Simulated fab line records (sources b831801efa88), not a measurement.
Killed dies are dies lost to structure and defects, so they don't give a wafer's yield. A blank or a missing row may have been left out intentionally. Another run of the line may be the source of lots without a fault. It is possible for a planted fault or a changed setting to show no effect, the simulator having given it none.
One fault through the eyes of 2 desks | flow sky130 | each desk holds nothing but its own numbers, with what lay behind them at the end

== AT THE TOOL OWNER'S DESK: implanter-01 ==
The tool's own readings at SKY_NWELL_IMPLANT_13: means of the sampled wafers that have a number, for each lot that ran on this tool. Any lot whose mean is over 4 standard deviations away from the usual mean is out of limits and marked OUT; that distance is given in the brackets.
Columns: A = dose ions cm2 at SKY_NWELL_IMPLANT_13, usual 6.998e+11; B = faraday current uA at SKY_NWELL_IMPLANT_13, usual 3.95
lot  | first seen here | A                           | B
L584 | day 4 15:07     | 6.990e+11                   | 3.96
L588 | day 5 13:52     | 3.242e+11 (-99 or more) OUT | 1.81 (-29) OUT
L590 | day 6 01:52     | 3.255e+11 (-99 or more) OUT | 1.83 (-29) OUT
L592 | day 6 13:40     | 3.248e+11 (-99 or more) OUT | 1.86 (-28) OUT
L602 | day 9 06:48     | 6.989e+11                   | 3.91
L603 | day 9 09:26     | 6.995e+11                   | 3.91
L605 | day 9 21:41     | 6.999e+11                   | 3.92
This desk's verdict: out of limits on L588, L590, L592, starting with L588 at day 5 13:52 (dose ions cm2 at SKY_NWELL_IMPLANT_13). L584, L602, L603, L605: within limits.

== FROM THE METROLOGY DESK ==
What the gauges read for every lot (on any tool): the sampled wafers with a number, averaged. Any lot whose mean is over 4 standard deviations away from the usual mean is out of limits and marked OUT; that distance is given in the brackets.
Columns: A = FIELD_ISO_CVD_03_THK at SKY_FIELD_ISO_THK_MEAS_04, usual 165.7 nm; B = FIELD_ISO_CVD_24_THK at SKY_FIELD_ISO_THK_MEAS_25, usual 595 nm; C = NWELL_RS at SKY_NWELL_RS_MEAS_29, usual 624.2 ohm/sq; D = VT_ADJUST_HVTP_OVL at SKY_VT_ADJUST_HVTP_OVL_MEAS_08, usual -1.7 nm
lot  | first seen here | A     | B   | C                | D
L584 | day 1 15:41     | 164.6 | 594 | 624.1            | -4.2
L588 | day 2 11:54     | 166.8 | 591 | 638.4 (+7.9) OUT | -2.3
L589 | day 2 15:58     | 163.9 | 595 | 621.9            | -2.9
L590 | day 2 19:29     | 166.2 | 597 | 635.5 (+6.3) OUT | -0.5
L592 | day 3 06:35     | 165.8 | 596 | 638.9 (+8.2) OUT | -1.2
L598 | day 4 11:29     | 164.6 | 597 | 626.0            | -1.0
L600 | day 4 21:29     | 166.7 | 599 | 622.2            | -0.8
L602 | day 5 12:13     | 164.8 | 596 | 621.2            | -2.4
L603 | day 5 17:19     | 166.8 | 597 | 623.2            | -1.2
L604 | day 5 20:05     | 163.5 | 598 | 620.6            | -1.4
L605 | day 6 00:22     | 165.8 | 592 | 621.6            | -1.3
L606 | day 6 04:27     | 167.4 | 587 | 621.9            | -0.6
L607 | day 6 11:06     | 168.2 | 594 | 625.6            | -2.4
This desk's result: L588, L590, L592 out of limits, first on L588 (NWELL_RS at SKY_NWELL_RS_MEAS_29), day 6 08:10. L584, L589, L598, L600, L602, L603, L604, L605, L606, L607: within limits.

== ALL TOGETHER ==
At day 5 13:52, on L588, L590, L592, the tool owner's desk was in a position to raise an alarm.
At day 6 08:10 the metrology desk could have sounded an alarm, on L588, L590, L592.
The lots listed all ran SKY_NWELL_IMPLANT_13 on implanter-01.

== WHAT THE SIMULATOR HAD INSERTED ==
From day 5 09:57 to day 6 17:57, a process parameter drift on implanter-01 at SKY_NWELL_IMPLANT_13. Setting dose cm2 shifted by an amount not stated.
Lots struck among those shown: L588, L590, L592.
Fault start to first reading out of limits, in hours, per desk: tool owner, 4; metrology, 22.
